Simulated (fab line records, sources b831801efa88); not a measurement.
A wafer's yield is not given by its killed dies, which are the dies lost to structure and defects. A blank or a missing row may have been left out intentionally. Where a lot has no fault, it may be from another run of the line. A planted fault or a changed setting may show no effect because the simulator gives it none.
fab line records	flow sfq_line
[record] lots = 14	wafers = 42	last_day = 83
route steps=325 shown I1@74
lots with no fault: from the same line, run without faults
start_h: the number of hours between the record's first day and the start of the first shown wafer of the lot	wait_h: how many hours have passed since the lot's step before this one	" as in the row above	L1.1+2: a single row standing in for several wafers	- no value, or no start was given	* or withheld: withheld	< > ~ a bound
route shown NAME@n: a module of which the file shows steps, and the number in the route of the first	usual: mean/standard deviation taken from wafers without a fault	same: alike in all rows	chamber/n: place in a boat	sites: each site's reading	_std_site: how widely they spread, as a standard deviation	_edge_site: the outer-site mean with the inner-site mean subtracted	radius_mm: for every site, how far away it sits from the centre of the wafer	mask NAME#n: copy n	behind: the tool/chamber that last shaped the wafer	hold: reason for holding the lot/hours on hold/outcome of the hold	device: which transistor (n, p or np) failed to switch	end of line: tests run on the same wafers once the route is complete	a step without rows: its recipe alone	killed: dies lost to structure and defects at the first sort, not the wafer's yield	map: a wafer's dies, marking killed ones x, the rest . and places with no die _
set.NAME: the run value of the setting; set.NAME@STEP: its run value at that earlier step	model.NAME: the simulator's own value behind a step, which no gauge read
route steps across a sampled set of lots; one table per step, one row per wafer
services: from which hour (start_h, from the record's first day; less than 0 if before it) a tool's chamber was out of use, for how many hours, and why
[[steps]]
[step SFQ_TRILAYER_I1_CMP_CMP_046]
[recipe] material = SiO2	down_force_psi = 3	platen_rpm = 60	pad_velocity_m_s = 0.94248
[usual] edge_zone_pressure_frac = 1.000/0.0045	motor_current_A = 9.3/0.7	time_to_endpoint_s = 216/7
lot.wafer	tool	chamber	start_h	wait_h	edge_zone_pressure_frac	motor_current_A	time_to_endpoint_s
L544.4	cmp-02	2	394.42	5.1	0.997	8.7	216
L544.2	"	0	395.42	6.2	1.008	8.9	216
L544.5	"	2	396.42	7.1	0.992	8.8	222
L545.4	cmp-01	0	401.18	1.1	1.009	8.8	221
L545.3	"	2	402.18	2.2	1.005	9.7	216
L545.6	"	0	403.18	3.1	1.008	9.0	216
L546.3	cmp-01	1	411.18	1.6	1.002	9.6	224
L546.4	"	0	412.68	3.0	1.002	8.4	229
L546.5	"	2	413.68	4.0	1.000	10.8	230
L547.4	cmp-02	0	416.53	0.9	1.001	9.0	215
L547.1	"	1	"	"	1.001	9.9	215
L547.3	"	2	"	"	0.998	8.5	207
L552.2	cmp-01	2	492.19	5.6	1.007	9.8	214
L552.1	"	3	"	"	0.996	10.7	213
L552.4	"	0	"	"	0.997	9.1	221
L553.1	cmp-01	2	519.77	7.5	0.999	9.9	207
L553.2	"	3	"	"	1.003	10.3	215
L553.6	"	1	521.38	9.1	0.992	10.1	213
L554.4	cmp-02	2	535.00	7.9	1.004	8.8	220
L554.3	"	3	"	"	0.991	9.1	219
L554.5	"	1	536.50	9.4	1.002	9.6	217
L555.3	cmp-02	1	546.50	9.8	1.001	9.3	209
L555.2	"	3	547.50	10.8	1.001	8.5	223
L555.5	"	0	"	"	0.998	8.7	221
L556.2	cmp-01	3	552.42	9.7	0.999	10.8	212
L556.3	"	1	553.42	10.7	0.985	9.8	218
L556.5	"	2	"	"	1.000	9.3	224
L558.4	cmp-02	1	564.00	9.3	1.003	9.4	218
L558.1	"	0	565.50	10.8	1.009	9.3	227
L558.6	"	2	566.50	11.8	1.000	8.6	216
L560.3	cmp-02	1	586.00	17.1	0.996	9.7	203
L560.4	"	2	"	"	0.997	8.5	208
L560.6	"	1	588.00	19.1	0.987	9.7	221
L562.3	cmp-02	0	604.00	13.5	0.997	9.1	213
L562.1	"	1	"	"	0.999	9.7	218
L562.4	"	3	605.50	15.0	1.002	8.5	218
L566.1	cmp-02	0	644.00	16.0	0.999	8.9	242
L566.5	"	2	645.00	17.0	0.997	9.1	214
L566.6	"	3	"	"	1.006	8.5	214
L567.3	cmp-02	0	652.00	15.8	1.001	8.6	255
L567.1	"	1	"	"	0.998	9.6	214
L567.5	"	0	654.00	17.7	1.003	8.8	257
[step SFQ_I1_BOW_MEAS_912]
[recipe] mode = bow
[usual] I1_BOW = 2/7.4
lot.wafer	tool	chamber	start_h	wait_h	I1_BOW[um]
L544.2	film_metro-01	-	397.44	1.5	9
L544.4	"	-	"	"	-5
L544.5	"	-	"	"	-1
L545.3	film_metro-03	-	404.22	1.5	-3
L545.4	"	-	"	"	1
L545.6	"	-	"	"	-2
L546.3	film_metro-03	-	414.22	2.5	5
L546.4	"	-	"	"	9
L546.5	"	-	"	"	-7
L547.1	film_metro-03	-	419.03	1.5	-14
L547.3	"	-	"	"	8
L547.4	"	-	"	"	13
L552.1	film_metro-02	-	494.69	1.5	7
L552.2	"	-	"	"	-5
L552.4	"	-	"	"	8
L553.1	film_metro-03	-	521.92	1.6	0
L553.2	"	-	"	"	-7
L553.6	"	-	"	"	5
L554.3	film_metro-02	-	537.04	1.0	1
L554.4	"	-	"	"	13
L554.5	"	-	"	"	9
L555.2	film_metro-01	-	549.02	1.0	1
L555.3	"	-	"	"	-13
L555.5	"	-	"	"	-7
L556.2	film_metro-03	-	554.94	2.0	7
L556.3	"	-	"	"	6
L556.5	"	-	"	"	-5
L558.1	film_metro-01	-	567.00	1.0	0
L558.4	"	-	"	"	3
L558.6	"	-	"	"	-1
L560.3	film_metro-01	-	589.04	2.5	-16
L560.4	"	-	"	"	-18
L560.6	"	-	"	"	4
L562.1	film_metro-03	-	607.00	2.0	4
L562.3	"	-	"	"	7
L562.4	"	-	"	"	-5
L566.1	film_metro-01	-	646.00	1.5	8
L566.5	"	-	"	"	-6
L566.6	"	-	"	"	-7
L566.1	film_metro-01	-	647.32	1.3	-
L566.5	"	-	"	"	-
L566.6	"	-	"	"	-
L567.1	film_metro-01	-	655.00	2.0	-5
L567.3	"	-	"	"	-5
L567.5	"	-	"	"	8
L567.1	film_metro-01	-	656.32	1.3	-
L567.3	"	-	"	"	-
L567.5	"	-	"	"	-
[step SFQ_TRILAYER_I1_METRO_MEASURE_047]
[usual] thk_nm = 200.3/0.92
lot.wafer	tool	chamber	start_h	wait_h	thk_nm
L544.2	film_metro-01	-	397.74	0.3	200.8
L544.4	"	-	"	"	199.6
L544.5	"	-	"	"	199.7
L545.3	film_metro-03	-	404.70	0.5	199.4
L545.4	"	-	"	"	199.1
L545.6	"	-	"	"	200.7
L546.3	film_metro-03	-	414.70	0.5	202.6
L546.4	"	-	"	"	202.7
L546.5	"	-	"	"	201.4
L547.1	film_metro-03	-	419.15	0.1	200.1
L547.3	"	-	"	"	200.1
L547.4	"	-	"	"	199.5
L552.1	film_metro-02	-	494.81	0.1	199.1
L552.2	"	-	"	"	200.8
L552.4	"	-	"	"	201.3
L553.1	film_metro-03	-	522.04	0.1	200.9
L553.2	"	-	"	"	200.8
L553.6	"	-	"	"	200.6
L554.3	film_metro-02	-	537.52	0.5	200.5
L554.4	"	-	"	"	200.0
L554.5	"	-	"	"	200.6
L555.2	film_metro-01	-	549.32	0.3	200.1
L555.3	"	-	"	"	198.9
L555.5	"	-	"	"	200.4
L556.2	film_metro-03	-	555.24	0.3	199.8
L556.3	"	-	"	"	201.1
L556.5	"	-	"	"	201.8
L558.1	film_metro-01	-	567.12	0.1	201.2
L558.4	"	-	"	"	201.4
L558.6	"	-	"	"	200.6
L560.3	film_metro-01	-	589.52	0.5	197.9
L560.4	"	-	"	"	197.6
L560.6	"	-	"	"	198.3
L562.1	film_metro-03	-	607.12	0.1	200.6
L562.3	"	-	"	"	200.4
L562.4	"	-	"	"	199.5
L566.1	film_metro-03	-	651.03	3.7	151.4
L566.5	"	-	"	"	198.9
L566.6	"	-	"	"	200.5
L566.1	film_metro-03	-	652.40	1.2	151.5
L566.5	"	-	"	"	198.8
L566.6	"	-	"	"	200.8
L567.1	film_metro-02	-	663.40	7.1	200.8
L567.3	"	-	"	"	149.9
L567.5	"	-	"	"	150.9
L567.1	film_metro-02	-	664.77	1.2	201.0
L567.3	"	-	"	"	149.8
L567.5	"	-	"	"	150.8
[step SFQ_TRILAYER_I1_VIA_ETCH_VIA_ETCH_052]
[recipe] target = SiO2	stop_on = Nb	mask_material = PR	taper_deg = 20	chemistry = CHF3	target_depth_nm = 260	source_w = 500	bias_w = 80	pressure_mtorr = 30	time_s = withheld
[usual] drypump_motor_current_A = 5.84/0.24	oes_product_au = 0.856/0.0053
lot.wafer	tool	chamber	start_h	wait_h	drypump_motor_current_A	oes_product_au
L544.2	rie_diel-03	0	424.49	0.0	5.94	0.852
L544.4	"	2	"	"	6.24	0.857
L544.5	"	0	"	"	5.98	0.847
L545.3	rie_diel-04	3	432.89	0.0	5.92	0.843
L545.4	"	1	"	"	6.10	0.861
L545.6	"	3	"	"	5.92	0.861
L546.3	rie_diel-03	1	442.59	0.0	5.55	0.865
L546.4	"	3	"	"	6.08	0.851
L546.5	"	0	"	"	5.95	0.856
L547.1	rie_diel-03	3	449.79	0.0	6.07	0.864
L547.3	"	1	"	"	5.56	0.860
L547.4	"	1	"	"	5.58	0.857
L552.1	rie_diel-01	2	512.69	0.0	5.57	0.853
L552.2	"	0	"	"	6.00	0.861
L552.4	"	1	"	"	5.58	0.862
L553.1	rie_diel-03	1	536.69	0.0	5.57	0.856
L553.2	"	3	"	"	6.07	0.853
L553.6	"	3	"	"	6.11	0.853
L554.3	rie_diel-03	1	546.29	0.0	5.58	0.855
L554.4	"	3	"	"	6.11	0.856
L554.5	"	2	"	"	6.22	0.866
L555.2	rie_diel-01	1	558.29	0.0	5.59	0.857
L555.3	"	3	"	"	5.67	0.856
L555.5	"	0	"	"	6.04	0.853
L556.2	rie_diel-04	2	561.89	0.0	6.02	0.847
L556.3	"	0	"	"	5.48	0.857
L556.5	"	0	"	"	5.51	0.861
L558.1	rie_diel-03	0	573.89	0.0	5.95	0.859
L558.4	"	2	"	"	6.23	0.859
L558.6	"	0	"	"	5.96	0.858
L560.3	rie_diel-04	0	595.91	0.0	5.50	0.848
L560.4	"	1	"	"	6.07	0.841
L560.6	"	3	"	"	5.93	0.850
L562.1	rie_diel-01	2	611.52	0.0	5.58	0.857
L562.3	"	0	"	"	6.02	0.857
L562.4	"	3	"	"	5.70	0.851
L566.1	rie_diel-04	0	789.67	0.0	5.47	0.744
L566.5	"	0	"	"	5.48	0.856
L566.6	"	1	"	"	6.08	0.856
L567.1	rie_diel-01	2	798.20	0.0	5.58	0.858
L567.3	"	1	"	"	5.58	0.739
L567.5	"	2	"	"	5.50	0.736
[[services]]
tool	chamber	start_h	hours	kind
cmp-01	-	378.18	1.7	repair
rie_diel-03	1	383.29	2.8	repair
film_metro-03	-	384.00	0.9	pm
cmp-01	-	407.18	4.0	pm
rie_diel-03	-	408.24	1.1	repair
rie_diel-03	1	422.42	9.0	repair
rie_diel-03	0	442.98	7.7	repair
cmp-01	-	471.37	0.4	repair
cmp-02	-	477.38	1.0	repair
cmp-02	-	513.33	14.7	pm
film_metro-03	-	526.39	0.4	pm
cmp-01	-	563.92	5.0	pm
cmp-02	-	579.00	4.0	pm
rie_diel-03	1	590.98	8.8	repair
film_metro-03	-	612.96	0.4	pm
film_metro-03	-	629.00	1.1	pm
film_metro-03	-	689.53	0.4	pm
cmp-01	-	699.54	2.0	repair
cmp-02	-	722.75	5.7	pm
cmp-02	-	740.75	4.7	pm
cmp-02	-	768.73	3.9	repair
film_metro-03	-	771.39	1.5	pm
rie_diel-03	-	774.59	0.4	repair
rie_diel-03	0	796.99	2.9	repair
[[key]]
[first_sign] step = SFQ_TRILAYER_I1_CMP_CMP_046	reading = time_to_endpoint_s	direction = up	sigmas = 5.1	usual = *	struck = *
[effect] step = SFQ_I1_BOW_MEAS_912	reading = visit	direction = added
[effect] step = SFQ_TRILAYER_I1_METRO_MEASURE_047	reading = visit	direction = added
[effect] step = SFQ_TRILAYER_I1_METRO_MEASURE_047	reading = thk_nm	direction = down	sigmas = 54	usual = 200.3	struck = 150.7
[effect] step = SFQ_TRILAYER_I1_VIA_ETCH_VIA_ETCH_052	reading = oes_product_au	direction = down	sigmas = 22	usual = 0.856	struck = 0.740
met_at SFQ_TRILAYER_I1_CMP_CMP_046
struck_lots L566,L567
struck_wafers L566.1,L567.3,L567.5
onset_between 604.00 644.00
[fault] kind = process_parameter_drift	tool = cmp-02	chamber = 0	onset_h = 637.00	steps = SFQ_TRILAYER_I1_CMP_CMP_046	channel = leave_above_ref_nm	offset = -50	shape = step	end_h = 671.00	acts_in = these_recipes_only	stated = 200
